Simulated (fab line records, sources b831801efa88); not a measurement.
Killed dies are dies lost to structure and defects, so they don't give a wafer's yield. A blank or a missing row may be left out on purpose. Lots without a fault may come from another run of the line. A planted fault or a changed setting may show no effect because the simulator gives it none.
Which tool did it? | flow gf180mcu | 11 lots, 33 wafers sampled, at 4 steps of a route of 602

WHAT THE GAUGES READ, wafer by wafer
GF_V1_THK_MEAS_03. Usual: V1_CVD_02_THK 848 nm, standard deviation 11.
lot  | measured     | on            | V1_CVD_02_THK (nm) | flag
L930 | day 17 04:25 | film_metro-03 | 830 827 841        |
L931 | day 17 12:01 | film_metro-01 | 855 857 860        |
L933 | day 18 02:54 | film_metro-01 | 840 846 860        |
L934 | day 18 21:18 | film_metro-01 | 844 837 849        |
L935 | day 18 21:35 | film_metro-03 | 834 867 842        |
L939 | day 20 12:07 | film_metro-03 | 846 865 866        |
L941 | day 21 04:26 | film_metro-02 | 845 856 871        |
L946 | day 23 07:58 | film_metro-02 | 836 845 847        |
L950 | day 24 16:17 | film_metro-01 | 826 853 841        |
L951 | day 24 23:54 | film_metro-02 | 846 836 833        |
L953 | day 25 14:45 | film_metro-01 | 857 845 863        |

GF_V1_RS_MEAS_24: measures by four-point-probe. Usual: V1_W_RS 0.330 ohm/sq, standard deviation 0.003.
lot  | measured     | on            | V1_W_RS (ohm/sq)  | flag
L930 | day 18 04:13 | film_metro-01 | 0.327 0.331 0.334 |
L931 | day 18 12:17 | film_metro-02 | 0.330 0.332 0.330 |
L933 | day 19 04:04 | film_metro-03 | 0.334 0.326 0.335 |
L934 | day 19 23:15 | film_metro-01 | 0.332 0.328 0.327 |
L935 | day 19 23:25 | film_metro-03 | 0.328 0.325 0.326 |
L939 | day 21 13:13 | film_metro-01 | 0.325 0.332 0.329 |
L941 | day 22 04:55 | film_metro-03 | 0.326 0.437 0.326 | OFF
L946 | day 24 07:36 | film_metro-01 | 0.327 0.325 0.328 |
L950 | day 25 15:14 | film_metro-03 | 0.330 0.326 0.328 |
L951 | day 25 22:50 | film_metro-02 | 0.336 0.337 0.330 |
L953 | day 26 13:28 | film_metro-02 | 0.330 0.327 0.329 |

GF_V1_THK_MEAS_25: measures by xrf. Usual: V1_W_THK 345 nm, standard deviation 6.6.
lot  | measured     | on            | V1_W_THK (nm) | flag
L930 | day 18 04:20 | film_metro-01 | 355 349 346   |
L931 | day 18 12:23 | film_metro-02 | 340 339 341   |
L933 | day 19 04:11 | film_metro-03 | 338 346 338   |
L934 | day 19 23:22 | film_metro-01 | 347 352 353   |
L935 | day 19 23:32 | film_metro-03 | 345 348 348   |
L939 | day 21 13:19 | film_metro-01 | 360 353 356   |
L941 | day 22 05:02 | film_metro-03 | 346 258 343   | OFF
L946 | day 24 07:42 | film_metro-01 | 356 360 355   |
L950 | day 25 15:20 | film_metro-03 | 340 342 340   |
L951 | day 25 22:57 | film_metro-02 | 338 337 344   |
L953 | day 26 13:35 | film_metro-02 | 343 347 345   |

WHICH TOOL RAN EACH LOT (tool, then ch and the chambers of the sampled wafers, then the start)
lot  | GF_V1_CVD_23
L930 | cvd_w-01 ch 0,1, day 18 04:06
L931 | cvd_w-01 ch 0,1, day 18 12:11
L933 | cvd_w-02 ch 0,1, day 19 03:58
L934 | cvd_w-02 ch 0,1, day 19 23:08
L935 | cvd_w-01 ch 0,1, day 19 23:18
L939 | cvd_w-01 ch 0,1, day 21 13:07
L941 | cvd_w-02 ch 0,1, day 22 04:47
L946 | cvd_w-01 ch 0,1, day 24 07:29
L950 | cvd_w-01 ch 0,1, day 25 15:06
L951 | cvd_w-01 ch 0,1, day 25 22:43
L953 | cvd_w-02 ch 0,1, day 26 13:20
- GF_V1_CVD_23: deposits W, target thk 350 nm, time 105.05 s.

WHAT THE TOOLS THEMSELVES READ (means of the sampled wafers that have a number; where no wafer has one, the mark that the record gives instead)
GF_V1_CVD_23. Usual: heater_power_w 794 W, standard deviation 52; susceptor_temp_C 400.01 C, standard deviation 0.23.
lot  | tool     | heater_power_w (W) | susceptor_temp_C (C) | flag
L930 | cvd_w-01 | 834                | 400.10               |
L931 | cvd_w-01 | 797                | 400.16               |
L933 | cvd_w-02 | 746                | 400.01               |
L934 | cvd_w-02 | 766                | 399.81               |
L935 | cvd_w-01 | 783                | 400.09               |
L939 | cvd_w-01 | 798                | 399.98               |
L941 | cvd_w-02 | 776                | 400.23               |
L946 | cvd_w-01 | 805                | 399.94               |
L950 | cvd_w-01 | 845                | 399.87               |
L951 | cvd_w-01 | 839                | 399.90               |
L953 | cvd_w-02 | 772                | 399.87               |

THE ANSWER, worked out from the rows above alone
Rule: a lot is off if the mean of its wafers that have a number lies more than 3 standard deviations from the usual mean. A lot without any number at a reading at which 4 lots or more have one is off too. The other lots that the step has rows for count as sound. The gauges are gone through in route order, then the tools' own readings, and for those a lot's mean is taken as printed above. The first step at which some lot is off is used, and at that step the reading that is off furthest; a lot without a number counts as furthest.
Off: L941, at GF_V1_RS_MEAS_24 (V1_W_RS).
A tool fits if, at a process step before that reading, it ran every lot that is off, and no sound lot after the first of them. The gauges at GF_V1_RS_MEAS_24 are tried like those tools. None of those tried fits.

WHAT THE SIMULATOR HAD PUT IN
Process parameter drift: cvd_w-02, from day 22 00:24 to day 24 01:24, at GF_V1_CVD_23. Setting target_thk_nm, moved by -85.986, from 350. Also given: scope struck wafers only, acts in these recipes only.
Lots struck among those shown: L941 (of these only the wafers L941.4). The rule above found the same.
